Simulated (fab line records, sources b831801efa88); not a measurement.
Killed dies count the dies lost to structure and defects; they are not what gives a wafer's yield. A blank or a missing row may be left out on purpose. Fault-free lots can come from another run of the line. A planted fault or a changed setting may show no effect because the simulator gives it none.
fab line records | flow sky130
record lots=6 wafers=18 last-day=50
route steps=708 shown LI_CONTACT@371 LOCAL_INTERCONNECT@387 PAD_OPEN@708
lots untouched by any fault: they come from a run of this same line in which no faults occurred
start-h: the number of hours between the record's first day and the start of the first shown wafer of the lot | wait-h: how many hours have passed since the lot's step before this one | " the same as in the row above | L1.1+2: a row that stands for several wafers | - no value present, or no start provided | * or withheld: withheld | < > ~ a bound
route shown NAME@n: a module of which the file shows steps, and the number in the route of the first | usual: mean/standard deviation taken from wafers without a fault | same: alike in all rows | chamber/n: place in a boat | sites: the reading at each site | _std_site: standard deviation across them | _edge_site: the outer-site mean with the inner-site mean subtracted | radius-mm: for every site, how far away it sits from the centre of the wafer | mask NAME#n: copy n | behind: the tool/chamber that last shaped the wafer | hold: why the lot went on hold/how many hours it stayed there/how the hold came to an end | device: the n, p or np transistor that did not switch | end of line: tests of these same wafers at the route's end | for a step that has no rows: nothing shown but its recipe | killed: at the first sort, the dies lost to defects and structure; wafer yield is something else | map: a wafer's dies, x killed, . not, _ none there
set.NAME: the setting the step ran with; set.NAME@STEP: the setting that earlier step ran with | model.NAME: the simulator's own value behind a step, which no gauge read
certain route steps with their lots: each step a table, each wafer a row
services: the hour from which a tool's chamber was out of use, counted from the record's first day as start-h (under 0 if before that day), plus the number of hours and why
## steps
# step SKY_LI_CONTACT_EXPOSE_09
# recipe mask-id=LICM1 na=0.8 source-shape=annular sigma-inner=0.55 sigma-outer=0.85 target-cd-nm=170 dose-mj=38
# step SKY_LI_CONTACT_PEB_10
# recipe peb-temp-c=withheld peb-time-s=withheld resist=KrF-thick
# step SKY_LI_CONTACT_DEVELOP_11
# recipe develop-time-s=60 resist=KrF-thick dev-temp-c=21
# step SKY_LI_CONTACT_CD_MEAS_12
# recipe target-cd-nm=170
# usual cd-nm=170.4/1.3
# columns lot.wafer tool chamber start-h wait-h cd-nm
L417.1 cd-sem-02 - 698.64 - 170.4
L417.4 " - " " 170.4
L417.5 " - " " 169.8
L428.2 cd-sem-01 - 773.44 - 171.0
L428.3 " - " " 172.5
L428.5 " - " " 171.9
L429.1 cd-sem-02 - 780.39 - 168.9
L429.3 " - " " 170.5
L429.5 " - " " 169.5
L430.2 cd-sem-02 - 791.78 - 169.8
L430.5 " - " " 170.4
L430.6 " - " " 169.3
L432.3 cd-sem-01 - 804.31 - 171.3
L432.5 " - " " 170.4
L432.6 " - " " 169.1
L437.1 cd-sem-01 - 845.06 - 170.4
L437.4 " - " " 169.5
L437.5 " - " " 170.1
# step SKY_LI_CONTACT_OVL_MEAS_13
# usual LI_CONTACT_OVL=-3/5.7
# columns lot.wafer tool chamber start-h wait-h LI_CONTACT_OVL[nm]
L417.1 overlay-01 - 698.76 0.1 -8
L417.4 " - " " -5
L417.5 " - " " -10
L428.2 overlay-02 - 773.55 0.1 -3
L428.3 " - " " -3
L428.5 " - " " -5
L429.1 overlay-01 - 780.51 0.1 -13
L429.3 " - " " 3
L429.5 " - " " -1
L430.2 overlay-01 - 791.88 0.1 -6
L430.5 " - " " -3
L430.6 " - " " -7
L432.3 overlay-02 - 804.41 0.1 -10
L432.5 " - " " -5
L432.6 " - " " -17
L437.1 overlay-01 - 845.18 0.1 -14
L437.4 " - " " -4
L437.5 " - " " -7
# step SKY_LI_CONTACT_ETCH_14
# recipe chemistry=N2/H2 target=BARC ion-energy-ev=200 source-w=500 bias-w=100 pressure-mtorr=30 n2-flow-sccm=100 h2-flow-sccm=200 stop-on=SiO2 time-s=45.9 target-depth-a=600
# usual drypump-motor-current-A=5.49/0.29 oes-product-au=0.855/0.0048 throttle-valve-pct=13.224/0.0091
# columns lot.wafer tool chamber start-h wait-h drypump-motor-current-A oes-product-au rf-hours-counter-h throttle-valve-pct
L417.1 rie-diel-04 0 698.80 0.0 5.32 0.855 14 13.211
L417.4 " 1 " " 5.19 0.856 21 13.221
L417.5 " 3 " " 5.45 0.852 - 13.237
L428.2 rie-diel-04 3 773.58 0.0 5.44 0.855 11 13.214
L428.3 " 2 " " 5.80 0.865 5 13.224
L428.5 " 2 " " 5.78 0.853 - 13.231
L429.1 rie-diel-04 2 780.55 0.0 5.86 0.864 6 13.223
L429.3 " 0 " " 5.33 0.852 16 13.240
L429.5 " 0 " " 5.34 0.855 - 13.208
L430.2 rie-diel-03 0 791.91 0.0 4.83 0.856 4 13.225
L430.5 " 0 " " 4.85 0.858 - 13.216
L430.6 " 1 " " 5.38 0.858 - 13.232
L432.3 rie-diel-02 3 804.43 0.0 5.74 0.849 14 13.224
L432.5 " 1 " " 5.61 0.859 - 13.246
L432.6 " 0 " " 5.75 0.853 - 13.227
L437.1 rie-diel-04 3 845.21 0.0 5.44 0.855 14 13.232
L437.4 " 1 " " 5.17 0.859 26 13.224
L437.5 " 2 " " 5.78 0.859 - 13.220
# step SKY_LI_CONTACT_ETCH_15
# recipe target=PSG chemistry=C4F8/O2/Ar stop-on=Si taper-deg=4.15 mask-material=KrF-thick source-w=1500 bias-w=1200 pressure-mtorr=40 c4f8-flow-sccm=withheld O2_flow_sccm=6 Ar_flow_sccm=300 time-s=withheld target-depth-a=6000
# usual oes-product-au=0.838/0.0046
# columns lot.wafer tool chamber start-h wait-h oes-product-au
L417.1 rie-diel-04 0 698.84 0.0 0.838
L417.4 " 1 " " 0.830
L417.5 " 3 " " 0.838
L428.2 rie-diel-04 3 773.62 0.0 0.838
L428.3 " 2 " " 0.838
L428.5 " 2 " " 0.847
L429.1 rie-diel-04 2 780.59 0.0 0.837
L429.3 " 0 " " 0.830
L429.5 " 0 " " 0.843
L430.2 rie-diel-03 0 791.95 0.0 0.838
L430.5 " 0 " " 0.843
L430.6 " 1 " " 0.838
L432.3 rie-diel-02 3 804.47 0.0 0.837
L432.5 " 1 " " 0.835
L432.6 " 0 " " 0.839
L437.1 rie-diel-04 3 845.25 0.0 0.842
L437.4 " 1 " " 0.835
L437.5 " 2 " " 0.842
# step SKY_LI_CONTACT_STRIP_16
# recipe chemistry=O2/N2 power-w=1400 pressure-mtorr=1500 platen-temp-c=withheld o2-flow-sccm=3000 n2-flow-sccm=300 overash-fraction=0.5
# usual drypump-motor-current-A=5.7/0.39 oes-product-au=0.377/0.0049 strip-time-to-endpoint-s=3.52/0.03
# columns lot.wafer tool chamber start-h wait-h drypump-motor-current-A oes-product-au rf-hours-counter-h strip-time-to-endpoint-s
L417.1 plasma-asher-01 0 698.93 - 5.2 0.377 57 3.52
L417.4 " 0 " " 5.2 0.378 - 3.45
L417.5 " 0 " " 5.2 0.372 - 3.47
L428.2 plasma-asher-02 0 773.71 - 5.7 0.370 35 3.46
L428.3 " 0 " " 5.7 0.384 - 3.56
L428.5 " 1 " " 6.1 0.380 - 3.57
L429.1 plasma-asher-04 0 780.68 - 6.3 0.372 3 3.53
L429.3 " 1 " " 5.2 0.382 - 3.57
L429.5 " 1 " " 5.2 0.372 - 3.56
L430.2 plasma-asher-02 0 792.04 - 5.7 0.382 37 3.51
L430.5 " 1 " " 6.1 0.377 - 3.51
L430.6 " 0 " " 5.7 0.386 - 3.50
L432.3 plasma-asher-04 1 804.59 - 5.1 0.379 - 3.51
L432.5 " 1 " " 5.2 0.376 - 3.55
L432.6 " 0 " " 6.3 0.380 - 3.50
L437.1 plasma-asher-02 0 845.34 - 5.7 0.369 43 3.47
L437.4 " 0 " " 5.7 0.374 - 3.50
L437.5 " 1 " " 6.1 0.373 - 3.54
# step SKY_LI_CONTACT_CLEAN_17
# recipe chemistry=NMP time-s=600 temp-c=60 dry=n2-spin
# step SKY_LI_CONTACT_PRE_CLEAN_18
# recipe gas=Ar time-s=5.6 bias-v=358
# step SKY_LI_CONTACT_SPUTTER_19
# recipe material=Ti target-thk-nm=20 chamber-pressure-pa=5 power-w=2500 substrate-temp-c=200 time-s=106.37
# step SKY_LI_CONTACT_SPUTTER_20
# recipe material=TiN target-thk-nm=20 chamber-pressure-pa=5 power-w=4000 time-s=80
# usual throttle-valve-pct=30.1/0.91
# columns lot.wafer tool chamber start-h wait-h throttle-valve-pct
L417.1 pvd-sputter-03 - 699.33 0.0 31.3
L417.4 " - " " 29.9
L417.5 " - " " 29.5
L428.2 pvd-sputter-04 - 774.09 0.0 30.4
L428.3 " - " " 30.2
L428.5 " - " " 30.1
L429.1 pvd-sputter-02 - 781.06 0.0 28.9
L429.3 " - " " 31.1
L429.5 " - " " 30.9
L430.2 pvd-sputter-04 - 792.41 0.0 30.7
L430.5 " - " " 28.6
L430.6 " - " " 30.5
L432.3 pvd-sputter-03 - 804.93 0.0 29.8
L432.5 " - " " 31.3
L432.6 " - " " 29.0
L437.1 pvd-sputter-03 - 845.71 0.0 31.1
L437.4 " - " " 29.6
L437.5 " - " " 31.6
# step SKY_LI_CONTACT_CVD_21
# recipe material=W target-thk-nm=400 time-s=120.56 temp-c=400 pressure-torr=40
# usual heater-power-w=925/80 susceptor-temp-C=400.02/0.2
# columns lot.wafer tool chamber start-h wait-h heater-power-w susceptor-temp-C model.W_of_LI_CONTACT_CVD_21.thk-nm
L417.1 cvd-w-02 0 699.39 0.0 964 400.12 391.7
L417.4 " 0 " " 950 400.02 396.2
L417.5 " 1 " " 864 399.95 402.6
L428.2 cvd-w-01 0 774.16 0.0 1049 400.36 412.2
L428.3 " 0 " " 1051 400.27 409.1
L428.5 " 1 " " 839 400.04 408.5
L429.1 cvd-w-01 0 781.12 0.0 952 386.55 317.3
L429.3 " 0 " " 946 386.89 312.7
L429.5 " 1 " " 770 386.34 308.2
L430.2 cvd-w-01 1 792.47 0.0 783 386.66 312.4
L430.5 " 1 " " 767 386.80 316.4
L430.6 " 0 " " 944 386.77 319.5
L432.3 cvd-w-02 1 805.03 0.1 863 399.90 395
L432.5 " 0 " " 954 399.98 389.3
L432.6 " 1 " " 860 399.82 393.8
L437.1 cvd-w-02 0 845.77 0.0 966 399.88 388.4
L437.4 " 1 " " 854 399.93 397
L437.5 " 1 " " 877 399.74 399.9
# step SKY_LI_CONTACT_RS_MEAS_22
# recipe thk-meas-gauge=four-point-probe reads=W_of_LI_CONTACT_CVD_21+TiN_of_LI_CONTACT_SPUTTER_20+Ti_of_LI_CONTACT_SPUTTER_19
# usual LI_CONTACT_W_RS=0.285/0.0048
# columns lot.wafer tool chamber start-h wait-h LI_CONTACT_W_RS[ohm/sq]
L417.1 film-metro-02 - 699.52 0.1 0.291
L417.4 " - " " 0.288
L417.5 " - " " 0.283
L428.2 film-metro-04 - 774.30 0.1 0.275
L428.3 " - " " 0.277
L428.5 " - " " 0.279
L429.1 film-metro-02 - 781.25 0.1 0.360
L429.3 " - " " 0.364
L429.5 " - " " 0.370
L430.2 film-metro-01 - 792.62 0.1 0.365
L430.5 " - " " 0.360
L430.6 " - " " 0.356
L432.3 film-metro-02 - 805.15 0.1 0.289
L432.5 " - " " 0.293
L432.6 " - " " 0.289
L437.1 film-metro-04 - 845.90 0.1 0.293
L437.4 " - " " 0.287
L437.5 " - " " 0.285
# step SKY_LI_CONTACT_THK_MEAS_23
# recipe thk-meas-gauge=xrf reads=W_of_LI_CONTACT_CVD_21
# usual LI_CONTACT_W_THK=426/10
# columns lot.wafer tool chamber start-h wait-h LI_CONTACT_W_THK[nm]
L417.1 film-metro-02 - 699.64 0.1 421
L417.4 " - " " 425
L417.5 " - " " 433
L428.2 film-metro-04 - 774.41 0.1 438
L428.3 " - " " 430
L428.5 " - " " 432
L429.1 film-metro-02 - 781.37 0.1 335
L429.3 " - " " 332
L429.5 " - " " 327
L430.2 film-metro-01 - 792.73 0.1 331
L430.5 " - " " 334
L430.6 " - " " 335
L432.3 film-metro-02 - 805.25 0.1 424
L432.5 " - " " 418
L432.6 " - " " 424
L437.1 film-metro-04 - 846.02 0.1 404
L437.4 " - " " 415
L437.5 " - " " 416
# step SKY_LI_CONTACT_CMP_24
# recipe stop-on=PSG t-overpolish-s=20 down-force-psi=3.5 platen-rpm=60 target-thk-nm=0 pad-velocity-m-s=0.94248
# usual motor-current-A=11.2/1.1 time-to-endpoint-s=98/5.8
# columns lot.wafer tool chamber start-h wait-h motor-current-A time-to-endpoint-s
L417.4 cmp-02 1 699.75 0.1 11.7 99
L417.1 " 2 " " 10.1 104
L417.5 " 1 " " 11.2 105
L428.2 cmp-02 2 774.46 0.0 10.1 106
L428.3 " 0 " " 12.4 93
L428.5 " 3 " " 8.8 103
L429.3 cmp-02 2 781.48 0.1 9.9 80
L429.1 " 0 " " 12.3 68
L429.5 " 2 " " 10.1 80
L430.2 cmp-01 1 792.83 0.1 12.3 77
L430.5 " 0 " " 12.1 80
L430.6 " 1 " " 10.9 81
L432.3 cmp-02 2 805.34 0.1 10.3 107
L432.6 " 1 " " 11.2 98
L432.5 " 2 " " 10.0 104
L437.1 cmp-01 0 846.13 0.1 11.9 99
L437.4 " 1 " " 11.4 94
L437.5 " 3 " " 12.1 92
# step SKY_LOCAL_INTERCONNECT_SPUTTER_00
# recipe material=TiN target-thk-nm=100 temp-c=300 power-w=6500 time-s=83.3 chamber-pressure-pa=0.4
# usual throttle-valve-pct=29.7/1.1
# columns lot.wafer tool chamber start-h wait-h throttle-valve-pct
L417.1 pvd-sputter-04 - 700.00 0.1 30.4
L417.4 " - " " 28.4
L417.5 " - " " 30.4
L428.2 pvd-sputter-01 - 774.76 0.2 30.1
L428.3 " - " " 28.5
L428.5 " - " " 31.6
L429.1 pvd-sputter-01 - 781.73 0.1 31.0
L429.3 " - " " 28.5
L429.5 " - " " 29.9
L430.2 pvd-sputter-03 - 793.08 0.2 31.0
L430.5 " - " " 29.8
L430.6 " - " " 29.5
L432.3 pvd-sputter-01 - 805.59 0.2 31.4
L432.5 " - " " 30.2
L432.6 " - " " 28.5
L437.1 pvd-sputter-04 - 846.38 0.2 30.5
L437.4 " - " " 30.6
L437.5 " - " " 30.7
# step SKY_PAD_OPEN_PROBE_99
# usual killed_at_M0_to_M3=43/6.7 killed_at_M4_up=3.2/2.1 killed-at-contacts=25/5.9 killed-at-front-end=16/4.7 killed-at-other=0.3/0.54 killed-dies=87/9.8 killed-open=47/6.7 killed-short=40/6.5
# same gross-dies=492 killed-at-back-side=0
# columns lot.wafer tool chamber start-h wait-h killed_at_M0_to_M3 killed_at_M4_up killed-at-contacts killed-at-front-end killed-at-other killed-dies killed-open killed-short
L417.1 prober-01 - 1096.91 0.1 54 0 36 15 0 105 58 46
L417.4 prober-01 - 1097.06 0.2 46 4 28 23 0 101 47 54
L417.5 prober-01 - 1097.11 0.2 53 2 30 25 0 110 49 59
L432.3 prober-02 - 1171.21 0.2 61 3 20 22 0 106 55 51
L432.5 prober-02 - 1171.31 0.2 45 3 26 27 1 102 54 48
L432.6 prober-02 - 1171.36 0.2 39 1 32 15 0 87 56 31
# killed by level:class
L417.1 LI_CONTACT:geometric-particle:open=9 CONTACT:geometric-particle:open=9 VIA1:geometric-particle:open=9 VIA2:geometric-particle:open=9 VIA3:geometric-particle:open=9 CONTACT:geometric-particle:short=8 LI_CONTACT:geometric-particle:short=6 METAL1:geometric-particle:short=6
L417.4 VIA3:geometric-particle:open=9 METAL2:geometric-particle:short=9 LI_CONTACT:geometric-particle:open=8 LI_CONTACT:geometric-particle:short=7 VIA1:geometric-particle:open=7 CONTACT:geometric-particle:open=6 VIA1:geometric-particle:short=6 METAL3:geometric-particle:short=6
L417.5 METAL1:geometric-particle:short=12 VIA2:geometric-particle:open=9 LI_CONTACT:geometric-particle:open=9 METAL2:geometric-particle:short=9 CONTACT:geometric-particle:open=8 LI_CONTACT:geometric-particle:short=8 POLY_GATE:geometric-particle:open=7 POLY_GATE:geometric-particle:short=7
L432.3 VIA1:geometric-particle:open=16 VIA1:geometric-particle:short=13 FIELD_ISO:geometric-particle:short=8 VIA2:geometric-particle:open=8 LI_CONTACT:geometric-particle:open=7 METAL2:geometric-particle:short=7 FIELD_ISO:geometric-particle:open=6 CONTACT:geometric-particle:open=5
L432.5 CONTACT:geometric-particle:open=13 VIA3:geometric-particle:open=8 METAL1:geometric-particle:short=7 FIELD_ISO:geometric-particle:open=6 POLY_GATE:geometric-particle:short=6 VIA1:geometric-particle:open=6 METAL2:geometric-particle:short=6 FIELD_ISO:geometric-particle:short=5
L432.6 CONTACT:geometric-particle:open=14 VIA1:geometric-particle:open=11 LI_CONTACT:geometric-particle:open=9 VIA3:geometric-particle:short=5 VIA3:geometric-particle:open=4 FIELD_ISO:geometric-particle:open=4 LOCAL_INTERCONNECT:geometric-particle:short=4 METAL2:geometric-particle:short=4
## services
# columns tool chamber start-h hours kind
cvd-w-01 - 676.26 0.2 repair
rie-diel-02 2 676.58 5.3 repair
rie-diel-03 1 678.92 20.7 repair
cmp-02 - 680.15 2.4 repair
cvd-w-02 1 681.75 4.5 repair
rie-diel-02 - 682.94 0.3 repair
plasma-asher-04 - 683.71 37.8 repair
rie-diel-02 0 684.18 5.1 repair
pvd-sputter-01 - 688.59 3.5 repair
rie-diel-02 0 689.32 5.4 repair
cmp-02 - 692.43 1.9 repair
cvd-w-01 0 729.98 13.1 repair
cmp-02 - 733.73 2.4 repair
cvd-w-01 - 743.38 1.3 repair
cmp-02 - 744.00 4.0 pm
cmp-02 - 748.00 4.7 pm
rie-diel-04 2 756.16 1.8 repair
rie-diel-04 - 757.58 0.4 repair
pvd-sputter-04 - 762.72 0.9 repair
cmp-02 - 764.18 1.1 repair
rie-diel-04 - 770.70 2.8 pm
rie-diel-04 3 784.85 5.1 repair
cvd-w-01 - 814.51 0.9 repair
pvd-sputter-03 - 835.46 3.0 repair
## key
first-sign step=SKY_LI_CONTACT_CVD_21 reading=susceptor-temp-C direction=down sigmas=67 usual=* struck=*
effect step=SKY_LI_CONTACT_RS_MEAS_22 reading=LI_CONTACT_W_RS direction=up sigmas=16 usual=0.285 struck=0.363
effect step=SKY_LI_CONTACT_THK_MEAS_23 reading=LI_CONTACT_W_THK direction=down sigmas=9.2 usual=426 struck=332
effect step=SKY_LI_CONTACT_CMP_24 reading=time-to-endpoint-s direction=down sigmas=3.6 usual=* struck=*
model-effect step=SKY_LI_CONTACT_CVD_21 value=W_of_LI_CONTACT_CVD_21.thk-nm without=400.5 struck=314.4
met-at SKY_LI_CONTACT_CVD_21
struck-wafers L429.1,L429.3,L429.5,L430.2,L430.5,L430.6
tester-left-out L429,L430
onset-between 774.16 781.12
fault kind=process-parameter-drift tool=cvd-w-01 chamber=- onset-h=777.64 steps=SKY_LI_CONTACT_CVD_21 channel=temp-c offset=* shape=step end-h=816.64 acts-in=* stated=*
# tester-left-out: of these lots the tester's yield and bins aren't shown, on N5 and GAA mostly nor the transistor test; their killed dies are dies lost to structure and defects alone, not to doping, threshold or leakage, so they don't give the yield
